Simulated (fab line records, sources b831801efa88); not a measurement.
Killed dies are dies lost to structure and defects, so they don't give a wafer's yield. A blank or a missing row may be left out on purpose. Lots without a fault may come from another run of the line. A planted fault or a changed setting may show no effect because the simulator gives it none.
Which tool did it? | flow sky130 | 10 lots, 27 wafers sampled, at 7 steps of a route of 708

WHAT THE GAUGES READ, wafer by wafer
SKY_METAL5_RS_MEAS_05: measures by four-point-probe.
lot  | measured     | on            | METAL5_ALCU_RS (ohm/sq)
L617 | day 43 12:02 | film_metro-01 | 0.02728 0.02723 0.02726
L619 | day 44 06:22 | film_metro-01 | 0.02755 0.02697 0.02754
L618 | day 44 06:40 | film_metro-03 | 0.02733 0.02722 0.02716
L623 | day 45 08:17 | film_metro-01 | 0.02706 0.02703 0.02683
L624 | day 45 10:04 | film_metro-01 | 0.02731 0.02757 0.02739
L632 | day 47 11:13 | film_metro-03 | 0.02716 0.02753 0.02745
L633 | day 47 21:48 | film_metro-04 | 0.01601 0.02691
L634 | day 48 01:17 | film_metro-03 | 0.0161 0.01607
L636 | day 48 08:28 | film_metro-01 | 0.01605 0.02727
L638 | day 48 19:10 | film_metro-01 | 0.02685 0.02682 0.0266

SKY_METAL5_THK_MEAS_06: measures by xrf.
lot  | measured     | on            | METAL5_ALCU_THK (nm)
L617 | day 43 12:08 | film_metro-01 | 1137 1150 1141
L619 | day 44 06:28 | film_metro-01 | 1137 1154 1132
L618 | day 44 06:46 | film_metro-03 | 1132 1135 1148
L623 | day 45 08:23 | film_metro-01 | 1151 1152 1164
L624 | day 45 10:10 | film_metro-01 | 1138 1131 1140
L632 | day 47 11:20 | film_metro-03 | 1133 1119 1122
L633 | day 47 21:53 | film_metro-04 | 1928 1156
L634 | day 48 01:24 | film_metro-03 | 1930 1939
L636 | day 48 08:32 | film_metro-01 | 1936 1142
L638 | day 48 19:17 | film_metro-01 | 1161 1158 1168

SKY_PASSIVATION_THK_MEAS_01.
lot  | measured     | on            | PASSIVATION_CVD_00_THK (nm)
L617 | day 44 11:32 | film_metro-04 | 89.7 92.4 89.7
L619 | day 45 05:14 | film_metro-02 | 89.0 90.6 89.5
L618 | day 45 05:52 | film_metro-04 | 89.8 91.5 91.4
L623 | day 46 06:12 | film_metro-02 | 91.2 92.0 92.8
L624 | day 46 07:24 | film_metro-02 | 88.6 89.4 91.4
L632 | day 48 07:41 | film_metro-04 | 88.9 91.4 90.6
L633 | day 48 17:02 | film_metro-04 | 92.1
L636 | day 49 03:31 | film_metro-02 | 91.3
L638 | day 49 13:02 | film_metro-02 | 90.3 90.2 90.7

WHICH TOOL RAN EACH LOT (tool, then ch and the chambers of the sampled wafers, then the start)
lot  | SKY_VIA4_STRIP_13                    | SKY_METAL5_SPUTTER_00        | SKY_METAL5_SPUTTER_02        | SKY_METAL5_METAL_ETCH_15
L617 | plasma_asher-04 ch 0,1, day 43 10:33 | pvd_sputter-01, day 43 11:49 | pvd_sputter-01, day 43 11:52 | rie_metal-04 ch 0,1, day 44 10:28
L619 | plasma_asher-02 ch 0,1, day 44 04:47 | pvd_sputter-03, day 44 06:09 | pvd_sputter-03, day 44 06:12 | rie_metal-03 ch 0,1, day 45 04:25
L618 | plasma_asher-04 ch 0,1, day 44 05:05 | pvd_sputter-01, day 44 06:27 | pvd_sputter-01, day 44 06:30 | rie_metal-04 ch 0,1, day 45 05:04
L623 | plasma_asher-02 ch 0,1, day 45 06:29 | pvd_sputter-01, day 45 08:06 | pvd_sputter-01, day 45 08:08 | rie_metal-04 ch 0,1, day 46 05:04
L624 | plasma_asher-02 ch 0,1, day 45 08:33 | pvd_sputter-01, day 45 09:52 | pvd_sputter-01, day 45 09:55 | rie_metal-04 ch 0,1, day 46 06:34
L632 | plasma_asher-04 ch 0,1, day 47 09:38 | pvd_sputter-01, day 47 11:02 | pvd_sputter-01, day 47 11:05 | rie_metal-02 ch 0,1, day 48 06:47
L633 | plasma_asher-02 ch 0,1, day 47 20:11 | pvd_sputter-01, day 47 21:34 | pvd_sputter-01, day 47 21:37 | rie_metal-03 ch 1, day 48 16:11
L634 | plasma_asher-04 ch 1, day 47 23:40   | pvd_sputter-01, day 48 01:06 | pvd_sputter-01, day 48 01:09 | rie_metal-04 ch 0, day 48 19:44
L636 | plasma_asher-03 ch 0,1, day 48 06:43 | pvd_sputter-01, day 48 08:14 | pvd_sputter-01, day 48 08:17 | rie_metal-02 ch 0,1, day 49 02:44
L638 | plasma_asher-03 ch 0,1, day 48 17:43 | pvd_sputter-03, day 48 19:00 | pvd_sputter-03, day 48 19:03 | rie_metal-04 ch 0,1, day 49 12:06
- SKY_VIA4_STRIP_13: strips in O2/N2.
- SKY_METAL5_SPUTTER_00: material Ti, target thk 15 nm, time 10 s.
- SKY_METAL5_SPUTTER_02: material AlCu, target thk 1150 nm, time 61.2 s.
- SKY_METAL5_METAL_ETCH_15: etches the open film in Cl2/BCl3, stops on SiO2, target depth 1260 nm, time 252 s.

WHAT THE TOOLS THEMSELVES READ (means of the sampled wafers that have a number; where no wafer has one, the mark that the record gives instead)
SKY_VIA4_STRIP_13.
lot  | tool            | chamber_pressure_mTorr (mTorr) | drypump_motor_current_A (A) | o2_flow_sccm (sccm) | oes_product_au (a.u.) | strip_time_to_endpoint_s (s)
L617 | plasma_asher-04 | 1499.3                         | 5.8                         | 3001                | 0.712                 | 12.78
L619 | plasma_asher-02 | 1500.3                         | 6.0                         | 2995                | 0.712                 | 12.83
L618 | plasma_asher-04 | 1500.4                         | 5.9                         | 3015                | 0.711                 | 12.79
L623 | plasma_asher-02 | 1501.6                         | 6.0                         | 2999                | 0.707                 | 12.80
L624 | plasma_asher-02 | 1500.7                         | 6.3                         | 3008                | 0.711                 | 12.79
L632 | plasma_asher-04 | 1499.6                         | 5.9                         | 2996                | 0.703                 | 12.79
L633 | plasma_asher-02 | 1500.7                         | 6.1                         | 3013                | 0.705                 | 12.82
L634 | plasma_asher-04 | 1500.4                         | 6.0                         | 2998                | 0.710                 | 12.79
L636 | plasma_asher-03 | 1500.0                         | 5.8                         | 2996                | 0.704                 | 12.81
L638 | plasma_asher-03 | 1500.6                         | 5.7                         | 2997                | 0.708                 | 12.82

SKY_METAL5_SPUTTER_00.
lot  | tool           | chamber_pressure_pa (Pa) | throttle_valve_pct (%)
L617 | pvd_sputter-01 | 0.4000                   | 30.0
L619 | pvd_sputter-03 | 0.3996                   | 30.0
L618 | pvd_sputter-01 | 0.4004                   | 29.6
L623 | pvd_sputter-01 | 0.3997                   | 30.2
L624 | pvd_sputter-01 | 0.3993                   | 31.2
L632 | pvd_sputter-01 | 0.4006                   | 29.9
L633 | pvd_sputter-01 | 0.4003                   | 29.9
L634 | pvd_sputter-01 | 0.3999                   | 31.6
L636 | pvd_sputter-01 | 0.3999                   | 29.7
L638 | pvd_sputter-03 | 0.4001                   | 29.8

SKY_METAL5_SPUTTER_02.
lot  | tool           | chamber_pressure_pa (Pa) | throttle_valve_pct (%)
L617 | pvd_sputter-01 | 0.4003                   | 30.2
L619 | pvd_sputter-03 | 0.4004                   | 30.1
L618 | pvd_sputter-01 | 0.3988                   | 29.6
L623 | pvd_sputter-01 | 0.3999                   | 30.1
L624 | pvd_sputter-01 | 0.3996                   | 31.1
L632 | pvd_sputter-01 | 0.3993                   | 29.9
L633 | pvd_sputter-01 | 0.4000                   | 30.1
L634 | pvd_sputter-01 | 0.4003                   | 31.4
L636 | pvd_sputter-01 | 0.3991                   | 29.6
L638 | pvd_sputter-03 | 0.3996                   | 29.9

SKY_METAL5_METAL_ETCH_15.
lot  | tool         | bcl3_flow_sccm (sccm) | chamber_pressure_mTorr (mTorr) | drypump_motor_current_A (A) | oes_product_au (a.u.) | throttle_valve_pct (%)
L617 | rie_metal-04 | 30.05                 | 10.001                         | 5.70                        | 0.894                 | 22.265
L619 | rie_metal-03 | 29.97                 | 10.001                         | 5.87                        | 0.893                 | 22.267
L618 | rie_metal-04 | 29.94                 | 10.011                         | 5.70                        | 0.898                 | 22.270
L623 | rie_metal-04 | 29.98                 | 9.999                          | 5.68                        | 0.893                 | 22.259
L624 | rie_metal-04 | 30.05                 | 9.993                          | 5.68                        | 0.894                 | 22.254
L632 | rie_metal-02 | 30.00                 | 10.001                         | 5.90                        | 0.898                 | 22.270
L633 | rie_metal-03 | 29.93                 | 9.992                          | 6.44                        | 0.953                 | 22.267
L634 | rie_metal-04 | 30.11                 | 10.003                         | 5.71                        | 1.003                 | 22.270
L636 | rie_metal-02 | 29.90                 | 10.006                         | 5.94                        | 0.944                 | 22.293
L638 | rie_metal-04 | 30.05                 | 9.992                          | 5.69                        | 0.896                 | 22.257

THE ANSWER, worked out from the rows above alone
Rule: what is usual is taken from the lots themselves. Put in order of their means at a reading, lots are off if they are a third of the lots or fewer, leave a main group of 4 or more, and stand apart from it by a gap of 3 or more times the standard deviation of the main group's means; of several such gaps the widest counts. A main group whose means are all the same, to the digits that the tables above print for the reading, isn't used. A lot without any number at a reading at which 4 lots or more have one is off too. The other lots that the step has rows for count as sound. The gauges are gone through in route order, then the tools' own readings, and for those a lot's mean is taken as printed above. The first step at which some lot is off is used, and at that step the reading that is off furthest; a lot without a number counts as furthest.
Off: L633, L634, L636, at SKY_METAL5_RS_MEAS_05 (METAL5_ALCU_RS). The main group: mean 0.02720 ohm/sq, standard deviation 0.00023.
A tool fits if, at a process step before that reading, it ran every lot that is off, and no sound lot after the first of them. The gauges at SKY_METAL5_RS_MEAS_05 aren't tried: what is off there is off at SKY_METAL5_METAL_ETCH_15 too, on other tools, and a gauge's error can't cause that. One fits: pvd_sputter-01 at SKY_METAL5_SPUTTER_00 and SKY_METAL5_SPUTTER_02. At SKY_METAL5_SPUTTER_00 its last sound lot is L632 (day 47 11:02), its first lot that is off L633 (day 47 21:34): a fault that began between those two fits.

WHAT THE SIMULATOR HAD PUT IN
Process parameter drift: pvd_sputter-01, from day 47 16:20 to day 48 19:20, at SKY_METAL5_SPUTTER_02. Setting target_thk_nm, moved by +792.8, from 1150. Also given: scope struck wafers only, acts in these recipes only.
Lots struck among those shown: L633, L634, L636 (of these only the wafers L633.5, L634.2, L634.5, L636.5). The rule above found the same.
